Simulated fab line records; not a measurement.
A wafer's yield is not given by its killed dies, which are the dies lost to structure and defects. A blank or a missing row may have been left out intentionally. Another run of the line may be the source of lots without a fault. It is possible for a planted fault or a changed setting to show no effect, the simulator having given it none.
fab line records | flow sky130 | part 2 of 2: steps 33 to 42 of 42
[record] lots = 5 | wafers = 15 | last_day = 50
route steps=708 shown METAL2@490 VIA2@507
lots that met no fault: from a run of the same line without faults
start_h: hours from the record's first day to the start of the lot's first wafer shown | wait_h: hours from the lot's prior step to this one | " identical to the entry in the row above | L1.1+2: several wafers, shown together as one row | - no value, or no start given | * or withheld: withheld | < > ~ a bound
route shown NAME@n: a module of which the file shows steps, and the number in the route of the first | usual: mean/standard deviation taken from wafers without a fault | same: alike in all rows | chamber/n: place in a boat | sites: per-site readings | _std_site: the values' standard deviation | _edge_site: mean of outer sites minus mean of inner sites | radius_mm: how far each site lies from the wafer's centre | mask NAME#n: copy n | behind: the most recent tool/chamber to have shaped the wafer | hold: reason for holding the lot/hours on hold/outcome of the hold | device: which transistor (n, p or np) failed to switch | end of line: at the end of the route, the tests of the same wafers | a step with no rows: only its recipe | killed: not the wafer's yield, but the dies lost to structure and defects at the first sort | map: shows each die of a wafer: x if killed, . if not, _ if none is there
set.NAME: the run value of the setting; set.NAME@STEP: its run value at that earlier step | model.NAME: the simulator's own value behind a step, which no gauge read
lots at selected steps of the route; one table per step, one row per wafer
services: the hour from which a tool's chamber was out of use, counted from the record's first day as start_h (under 0 if before that day), plus the number of hours and why
[[steps]]
[step SKY_VIA2_ETCH_15]
[recipe] target = SiO2 | chemistry = C4F8/O2/Ar | target_depth_nm = 546 | stop_on = TiN | mask_material = KrF-thick | source_w = 1500 | bias_w = 1200 | pressure_mtorr = 40 | c4f8_flow_sccm = withheld | O2_flow_sccm = 6 | Ar_flow_sccm = 300 | time_s = 84
[usual] oes_product_au = 0.940/0.0048
lot.wafer | tool        | chamber | start_h | wait_h | oes_product_au | rf_hours_counter_h
L084.2    | rie_diel-01 | 1       | 928.35  | 0.0    | 0.940          | 10
L084.5    | "           | 1       | "       | "      | 0.932          | -
L084.6    | "           | 0       | "       | "      | 0.930          | -
L085.1    | rie_diel-01 | 0       | 938.65  | 0.0    | 0.939          | 9
L085.2    | "           | 2       | "       | "      | 0.945          | 23
L085.4    | "           | 3       | "       | "      | 0.941          | 10
L089.4    | rie_diel-04 | 2       | 958.55  | 0.0    | 0.936          | 9
L089.5    | "           | 0       | "       | "      | 0.938          | -
L089.6    | "           | 1       | "       | "      | 0.942          | -
L092.2    | rie_diel-04 | 3       | 975.85  | 0.0    | 0.937          | 5
L092.4    | "           | 0       | "       | "      | 0.949          | 9
L092.5    | "           | 1       | "       | "      | 0.936          | -
L096.1    | rie_diel-04 | 2       | 1010.42 | 0.0    | 0.942          | 10
L096.3    | "           | 3       | "       | "      | 0.942          | 6
L096.4    | "           | 1       | "       | "      | 0.942          | 22
[step SKY_VIA2_STRIP_16]
[recipe] chemistry = O2/N2 | power_w = 1400 | pressure_mtorr = 1500 | platen_temp_c = withheld | o2_flow_sccm = 3000 | n2_flow_sccm = 300 | overash_fraction = 0.5
[usual] drypump_motor_current_A = 5.9/0.49 | oes_product_au = 0.399/0.0046 | strip_time_to_endpoint_s = 4.051/0.03
lot.wafer | tool            | chamber | start_h | wait_h | drypump_motor_current_A | oes_product_au | rf_hours_counter_h | strip_time_to_endpoint_s
L084.2    | plasma_asher-03 | 0       | 928.42  | 0.0    | 6.5                     | 0.403          | 115                | 4.076
L084.5    | "               | 1       | "       | "      | 5.6                     | 0.399          | -                  | 4.097
L084.6    | "               | 0       | "       | "      | 6.5                     | 0.394          | -                  | 4.082
L085.1    | plasma_asher-01 | 1       | 938.72  | 0.0    | 6.4                     | 0.405          | 50                 | 4.050
L085.2    | "               | 0       | "       | "      | 5.3                     | 0.398          | 50                 | 4.013
L085.4    | "               | 1       | "       | "      | 6.3                     | 0.400          | -                  | 4.078
L089.4    | plasma_asher-02 | 0       | 958.65  | 0.1    | 5.9                     | 0.403          | -                  | 4.040
L089.5    | "               | 0       | "       | "      | 5.9                     | 0.390          | -                  | 4.036
L089.6    | "               | 1       | "       | "      | 5.3                     | 0.405          | -                  | 4.019
L092.2    | plasma_asher-03 | 1       | 975.92  | 0.0    | 5.6                     | 0.396          | 121                | 4.044
L092.4    | "               | 1       | "       | "      | 5.6                     | 0.393          | -                  | 4.051
L092.5    | "               | 0       | "       | "      | 6.5                     | 0.393          | -                  | 4.014
L096.1    | plasma_asher-01 | 1       | 1010.48 | 0.0    | 6.3                     | 0.402          | 55                 | 4.028
L096.3    | "               | 0       | "       | "      | 5.3                     | 0.391          | -                  | 4.043
L096.4    | "               | 1       | "       | "      | 6.3                     | 0.395          | -                  | 4.032
[step SKY_VIA2_STRIP_17]
[recipe] chemistry = post_etch_residue_remover | time_s = 1200 | temp_c = 72.5
lot.wafer  | tool         | chamber | start_h | wait_h
L084.2+5+6 | wet_bench-02 | 2       | 928.52  | 0.1
L085.1+2+4 | wet_bench-01 | 1       | 938.82  | 0.1
L089.4+5+6 | wet_bench-02 | 1       | 958.72  | 0.0
L092.2+4+5 | wet_bench-01 | 3       | 976.02  | 0.1
L096.1+3+4 | wet_bench-01 | 1       | 1010.58 | 0.1
[step SKY_VIA2_CLEAN_18]
[recipe] chemistry = IPA | time_s = 180 | temp_c = 25
lot.wafer  | tool         | chamber | start_h | wait_h
L084.2+5+6 | wet_bench-01 | 1       | 928.86  | 0.0
L085.1+2+4 | wet_bench-02 | 2       | 939.16  | 0.0
L089.4+5+6 | wet_bench-01 | 3       | 959.06  | 0.0
L092.2+4+5 | wet_bench-03 | 2       | 976.36  | 0.0
L096.1+3+4 | wet_bench-02 | 3       | 1010.96 | 0.0
[step SKY_VIA2_CLEAN_19]
[recipe] chemistry = O3/DIW | dry = n2_spin
lot.wafer  | tool         | chamber | start_h | wait_h
L084.2+5+6 | wet_bench-02 | 2       | 928.92  | 0.0
L085.1+2+4 | wet_bench-03 | 0       | 939.22  | 0.0
L089.4+5+6 | wet_bench-03 | 2       | 959.12  | 0.0
L092.2+4+5 | wet_bench-02 | 1       | 976.48  | 0.0
L096.1+3+4 | wet_bench-01 | 0       | 1011.01 | 0.0
[step SKY_VIA2_SPUTTER_20]
[recipe] material = TiN | target_thk_nm = 20 | chamber_pressure_pa = 5 | power_w = 4000 | time_s = 80
[usual] cathode_dc_power_W = 3999.9/0.72 | throttle_valve_pct = 30.3/0.82
lot.wafer | tool           | chamber | start_h | wait_h | cathode_dc_power_W | throttle_valve_pct
L084.2    | pvd_sputter-04 | -       | 929.01  | 0.0    | 4000.8             | 29.5
L084.5    | "              | -       | "       | "      | 4000.5             | 30.6
L084.6    | "              | -       | "       | "      | 4000.2             | 29.6
L085.1    | pvd_sputter-03 | -       | 939.32  | 0.0    | 4000.0             | 30.7
L085.2    | "              | -       | "       | "      | 4001.1             | 29.8
L085.4    | "              | -       | "       | "      | 4000.2             | 29.1
L089.4    | pvd_sputter-02 | -       | 959.21  | 0.0    | 3999.8             | 29.8
L089.5    | "              | -       | "       | "      | 3999.0             | 31.5
L089.6    | "              | -       | "       | "      | 3999.3             | 31.6
L092.2    | pvd_sputter-03 | -       | 976.57  | 0.0    | 3999.2             | 29.1
L092.4    | "              | -       | "       | "      | 4000.1             | 30.0
L092.5    | "              | -       | "       | "      | 3999.7             | 29.3
L096.1    | pvd_sputter-02 | -       | 1011.11 | 0.0    | 3999.6             | 31.0
L096.3    | "              | -       | "       | "      | 4000.9             | 31.2
L096.4    | "              | -       | "       | "      | 4000.7             | 31.4
[step SKY_VIA2_CVD_21]
[recipe] material = W | target_thk_nm = 420 | time_s = 126.4 | temp_c = 400 | pressure_torr = 40
[usual] heater_power_w = 864/67 | susceptor_temp_C = 400.04/0.22
lot.wafer | tool     | chamber | start_h | wait_h | heater_power_w | susceptor_temp_C
L084.2    | cvd_w-01 | 0       | 929.07  | 0.0    | 830            | 399.97
L084.5    | "        | 1       | "       | "      | 904            | 400.12
L084.6    | "        | 0       | "       | "      | 815            | 400.29
L085.1    | cvd_w-01 | 0       | 939.38  | 0.0    | 819            | 399.81
L085.2    | "        | 1       | "       | "      | 897            | 399.86
L085.4    | "        | 1       | "       | "      | 902            | 400.05
L089.4    | cvd_w-02 | 0       | 959.31  | 0.1    | 701            | 400.09
L089.5    | "        | 0       | "       | "      | 703            | 399.86
L089.6    | "        | 1       | "       | "      | 858            | 400.28
L092.2    | cvd_w-01 | 1       | 976.67  | 0.1    | 935            | 400.58
L092.4    | "        | 1       | "       | "      | 911            | 400.50
L092.5    | "        | 1       | "       | "      | 923            | 400.30
L096.1    | cvd_w-01 | 1       | 1011.18 | 0.0    | 919            | 400.17
L096.3    | "        | 1       | "       | "      | 927            | 400.16
L096.4    | "        | 1       | "       | "      | 917            | 400.18
[step SKY_VIA2_RS_MEAS_22]
[recipe] thk_meas_gauge = four-point-probe | reads = W_of_VIA2_CVD_21+TiN_of_VIA2_SPUTTER_20
[usual] VIA2_W_RS = 0.270/0.0043
lot.wafer | tool          | chamber | start_h | wait_h | VIA2_W_RS[ohm/sq]
L084.2    | film_metro-03 | -       | 929.22  | 0.1    | 0.271
L084.5    | "             | -       | "       | "      | 0.277
L084.6    | "             | -       | "       | "      | 0.275
L085.1    | film_metro-04 | -       | 939.51  | 0.1    | 0.265
L085.2    | "             | -       | "       | "      | 0.269
L085.4    | "             | -       | "       | "      | 0.273
L089.4    | film_metro-04 | -       | 959.46  | 0.1    | 0.271
L089.5    | "             | -       | "       | "      | 0.270
L089.6    | "             | -       | "       | "      | 0.268
L092.2    | film_metro-04 | -       | 976.91  | 0.2    | 0.272
L092.4    | "             | -       | "       | "      | 0.275
L092.5    | "             | -       | "       | "      | 0.272
L096.1    | film_metro-04 | -       | 1011.44 | 0.2    | 0.274
L096.3    | "             | -       | "       | "      | 0.276
L096.4    | "             | -       | "       | "      | 0.275
[step SKY_VIA2_THK_MEAS_23]
[recipe] thk_meas_gauge = xrf | reads = W_of_VIA2_CVD_21
[usual] VIA2_W_THK = 420/8.6
lot.wafer | tool          | chamber | start_h | wait_h | VIA2_W_THK[nm]
L084.2    | film_metro-03 | -       | 929.33  | 0.1    | 424
L084.5    | "             | -       | "       | "      | 415
L084.6    | "             | -       | "       | "      | 418
L085.1    | film_metro-04 | -       | 939.63  | 0.1    | 426
L085.2    | "             | -       | "       | "      | 417
L085.4    | "             | -       | "       | "      | 412
L089.4    | film_metro-04 | -       | 959.55  | 0.1    | 416
L089.5    | "             | -       | "       | "      | 414
L089.6    | "             | -       | "       | "      | 418
L092.2    | film_metro-04 | -       | 977.02  | 0.1    | 412
L092.4    | "             | -       | "       | "      | 407
L092.5    | "             | -       | "       | "      | 411
L096.1    | film_metro-04 | -       | 1011.56 | 0.1    | 410
L096.3    | "             | -       | "       | "      | 407
L096.4    | "             | -       | "       | "      | 408
[step SKY_VIA2_CMP_24]
[recipe] stop_on = SiO2 | t_overpolish_s = 20 | down_force_psi = 3.5 | platen_rpm = 60 | target_thk_nm = 0 | pad_velocity_m_s = 0.94248
[usual] edge_zone_pressure_frac = 1.000/0.0048 | motor_current_A = 10.6/1.1 | overpolish_run_s = 20.001/0.0092 | platen_rpm = 60.00/0.04 | time_to_endpoint_s = 102/5.4
lot.wafer | tool   | chamber | start_h | wait_h | edge_zone_pressure_frac | motor_current_A | overpolish_run_s | platen_rpm | time_to_endpoint_s
L084.2    | cmp-02 | 2       | 929.63  | 0.3    | 0.997                   | 8.8             | 19.997           | 59.97      | 105
L084.5    | "      | 0       | "       | "      | 1.003                   | 11.5            | 20.001           | 60.04      | 100
L084.6    | "      | 1       | "       | "      | 1.002                   | 11.0            | 20.000           | 59.95      | 95
L085.1    | cmp-02 | 1       | 939.71  | 0.1    | 0.994                   | 11.7            | 19.978           | 59.99      | 99
L085.2    | "      | 2       | "       | "      | 0.998                   | 8.8             | 20.015           | 60.06      | 107
L085.4    | "      | 3       | "       | "      | 0.997                   | 10.1            | 20.000           | 60.03      | 98
L089.4    | cmp-02 | 1       | 959.73  | 0.2    | 1.009                   | 11.4            | 19.988           | 60.00      | 99
L089.5    | "      | 2       | "       | "      | 0.998                   | 8.8             | 20.011           | 59.93      | 109
L089.6    | "      | 3       | "       | "      | 1.002                   | 10.2            | 20.016           | 60.00      | 101
L092.4    | cmp-01 | 2       | 977.07  | 0.0    | 0.997                   | 10.7            | 20.007           | 60.02      | 106
L092.2    | "      | 1       | "       | "      | 0.999                   | 11.0            | 19.992           | 60.05      | 107
L092.5    | "      | 2       | "       | "      | 0.998                   | 9.9             | 19.993           | 60.04      | 107
L096.3    | cmp-01 | 1       | 1011.62 | 0.0    | 0.992                   | 10.8            | 19.993           | 60.06      | 105
L096.1    | "      | 2       | "       | "      | 1.008                   | 9.8             | 19.996           | 59.98      | 107
L096.4    | "      | 0       | "       | "      | 1.008                   | 11.7            | 19.998           | 60.04      | 105
[[services]]
tool            | chamber | start_h | hours | kind
rie_diel-01     | 1       | 864.55  | 8.2   | repair
krf_scanner-02  | -       | 869.97  | 0.8   | pm
krf_scanner-01  | -       | 870.72  | 0.8   | pm
wet_bench-02    | -       | 873.65  | 3.7   | repair
cmp-01          | -       | 876.30  | 3.9   | pm
hdpcvd-02       | 1       | 878.31  | 19.7  | repair
krf_scanner-01  | -       | 878.89  | 4.0   | pm
cmp-02          | -       | 884.25  | 6.9   | pm
hdpcvd-02       | 0       | 884.40  | 9.4   | repair
krf_scanner-01  | -       | 902.47  | 1.0   | pm
cmp-01          | -       | 903.75  | 0.4   | repair
rie_metal-04    | -       | 904.66  | 0.3   | repair
rie_diel-01     | -       | 908.82  | 0.8   | repair
krf_scanner-02  | -       | 914.91  | 1.3   | pm
cmp-02          | -       | 915.22  | 4.0   | pm
krf_scanner-02  | -       | 916.21  | 1.0   | pm
cvd_w-01        | -       | 922.62  | 0.5   | repair
plasma_asher-03 | -       | 933.10  | 1.2   | repair
krf_scanner-01  | -       | 946.19  | 0.8   | pm
krf_scanner-02  | -       | 948.73  | 15.1  | repair
krf_scanner-01  | -       | 963.97  | 36.0  | pm
cvd_w-01        | 0       | 965.13  | 67.8  | repair
rie_metal-03    | -       | 995.05  | 15.6  | pm
plasma_asher-03 | -       | 1008.37 | 1.1   | repair
